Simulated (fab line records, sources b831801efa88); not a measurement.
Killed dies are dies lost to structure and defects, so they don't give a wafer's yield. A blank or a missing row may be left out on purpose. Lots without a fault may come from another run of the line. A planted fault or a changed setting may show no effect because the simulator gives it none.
Chamber matching | flow gf180mcu | GF_V1_CMP_04 on cmp-01: 4 sister chambers
The step polishes SiO2. 4 wafers are shown with their chamber, then 8 later ones without.

WAFERS WITH THEIR CHAMBER
wafer  | chamber | motor_current_A (A)
L355.1 | 0       | 12.0
L357.6 | 3       | 12.4
L359.5 | 2       | 13.1
L362.3 | 1       | 10.6

WAFERS WITHOUT THEIR CHAMBER
wafer  | motor_current_A (A)
L362.4 | 12.2
L362.6 | 12.1
L367.2 | 13.3
L367.4 | 11.9
L367.5 | 13.2
L376.1 | 10.8
L376.5 | 10.7
L376.6 | 13.7

WHICH CHAMBER EACH WENT THROUGH
wafer  | from the rows above     | in truth
L362.4 | can't be placed: 0 or 3 | 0
L362.6 | can't be placed: 0 or 3 | 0
L367.2 | 2                       | 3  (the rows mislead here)
L367.4 | can't be placed: 0 or 3 | 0
L367.5 | 2                       | 2
L376.1 | 1                       | 1
L376.5 | 1                       | 1
L376.6 | 2                       | 2
Placed correctly: 4 of 8. Can't be placed from these rows: 3 (the true chamber is among the candidates in 3). Placed wrongly: 1.
How it was worked out, from the rows above alone: a wafer's distance from a chamber is the root of the sum, over the readings, of the square of ((its reading less the chamber's mean) divided by the reading's scatter). The wafer belongs to the nearest chamber; if the next one is less than 2 further off, it can't be placed. A chamber's mean is the mean of its shown wafers. The scatter: with one shown wafer a chamber, the root of the mean of the squares of how far each hidden wafer lies from its nearest shown one.
